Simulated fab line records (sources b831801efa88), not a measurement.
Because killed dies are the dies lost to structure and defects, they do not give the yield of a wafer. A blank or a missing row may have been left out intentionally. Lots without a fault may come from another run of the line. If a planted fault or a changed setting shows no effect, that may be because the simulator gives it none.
Matching of chambers :: flow sky130 :: SKY_SONOS_ONO_ETCH_15 on rie diel-03: 4 sister chambers
The step etches the open film in CHF3/O2, target depth 19.52 nm, time 7.8 s. 16 wafers are shown with their chamber, then 8 later ones without.

WAFERS PAIRED WITH THEIR CHAMBERS
wafer: L521.1
chamber: 3
drypump motor current A (A): 5.9
oes product au (a.u.): 1.009
throttle valve pct (%): 8.836

wafer: L521.4
chamber: 2
drypump motor current A (A): 5.6
oes product au (a.u.): 0.988
throttle valve pct (%): 8.818

wafer: L521.6
chamber: 3
drypump motor current A (A): 5.9
oes product au (a.u.): 1.000
throttle valve pct (%): 8.810

wafer: L522.2
chamber: 1
drypump motor current A (A): 5.0
oes product au (a.u.): 1.004
throttle valve pct (%): 8.825

wafer: L522.5
chamber: 3
drypump motor current A (A): 5.9
oes product au (a.u.): 1.009
throttle valve pct (%): 8.821

wafer: L522.6
chamber: 0
drypump motor current A (A): 4.9
oes product au (a.u.): 0.997
throttle valve pct (%): 8.827

wafer: L529.1
chamber: 2
drypump motor current A (A): 5.5
oes product au (a.u.): 0.986
throttle valve pct (%): 8.819

wafer: L529.4
chamber: 1
drypump motor current A (A): 5.0
oes product au (a.u.): 1.008
throttle valve pct (%): 8.840

wafer: L529.6
chamber: 0
drypump motor current A (A): 4.9
oes product au (a.u.): 0.995
throttle valve pct (%): 8.827

wafer: L530.4
chamber: 2
drypump motor current A (A): 5.6
oes product au (a.u.): 0.981
throttle valve pct (%): 8.826

wafer: L530.5
chamber: 0
drypump motor current A (A): 4.9
oes product au (a.u.): 1.000
throttle valve pct (%): 8.817

wafer: L530.6
chamber: 3
drypump motor current A (A): 5.9
oes product au (a.u.): 0.990
throttle valve pct (%): 8.835

wafer: L533.3
chamber: 1
drypump motor current A (A): 4.9
oes product au (a.u.): 1.013
throttle valve pct (%): 8.830

wafer: L533.4
chamber: 1
drypump motor current A (A): 4.9
oes product au (a.u.): 1.024
throttle valve pct (%): 8.816

wafer: L533.6
chamber: 3
drypump motor current A (A): 5.9
oes product au (a.u.): 1.009
throttle valve pct (%): 8.838

wafer: L536.2
chamber: 2
drypump motor current A (A): 5.6
oes product au (a.u.): 0.995
throttle valve pct (%): 8.822

SIGNATURES (averages over the wafers above)
reading: drypump motor current A
chamber 0: 4.900
chamber 1: 4.950
chamber 2: 5.575
chamber 3: 5.900
scatter within a chamber: 0.0382

reading: oes product au
chamber 0: 0.99733
chamber 1: 1.01225
chamber 2: 0.98750
chamber 3: 1.00340
scatter within a chamber: 0.00721

reading: throttle valve pct
chamber 0: 8.82367
chamber 1: 8.82775
chamber 2: 8.82125
chamber 3: 8.82800
scatter within a chamber: 0.00909
Rule: a wafer lies at a distance from a chamber equal to the root of the sum of squares, over the readings, of (its reading less the chamber's mean, divided by the reading's scatter). If the next closest chamber is less than 2 further off than the closest, the wafer can't be placed; otherwise it belongs to the closest. The scatter is the square root of a quotient: the sum, over the shown wafers, of each reading's squared deviation from its chamber's mean, divided by wafers minus chambers.

WAFERS WITHOUT THEIR CHAMBER
wafer: L536.5
drypump motor current A (A): 5.5
oes product au (a.u.): 0.999
throttle valve pct (%): 8.828

wafer: L536.6
drypump motor current A (A): 5.0
oes product au (a.u.): 0.995
throttle valve pct (%): 8.823

wafer: L537.1
drypump motor current A (A): 4.9
oes product au (a.u.): 1.005
throttle valve pct (%): 8.823

wafer: L537.4
drypump motor current A (A): 4.9
oes product au (a.u.): 1.000
throttle valve pct (%): 8.829

wafer: L537.5
drypump motor current A (A): 5.6
oes product au (a.u.): 0.996
throttle valve pct (%): 8.825

wafer: L540.2
drypump motor current A (A): 4.9
oes product au (a.u.): 0.998
throttle valve pct (%): 8.826

wafer: L540.4
drypump motor current A (A): 4.9
oes product au (a.u.): 1.018
throttle valve pct (%): 8.828

wafer: L540.6
drypump motor current A (A): 5.9
oes product au (a.u.): 1.015
throttle valve pct (%): 8.820

THE CHAMBER EACH PASSED THROUGH
wafer: L536.5
from the rows above: 2
in truth: 2

wafer: L536.6
from the rows above: can't be placed: 0 or 1
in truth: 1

wafer: L537.1
from the rows above: can't be placed: 0 or 1
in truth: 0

wafer: L537.4
from the rows above: can't be placed: 0 or 1
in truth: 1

wafer: L537.5
from the rows above: 2
in truth: 2

wafer: L540.2
from the rows above: 0
in truth: 0

wafer: L540.4
from the rows above: can't be placed: 1 or 0
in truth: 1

wafer: L540.6
from the rows above: 3
in truth: 3
Correctly placed: 4 of 8. These rows do not allow placing 4 (true chamber among the candidates in 4). Placed wrongly: 0.
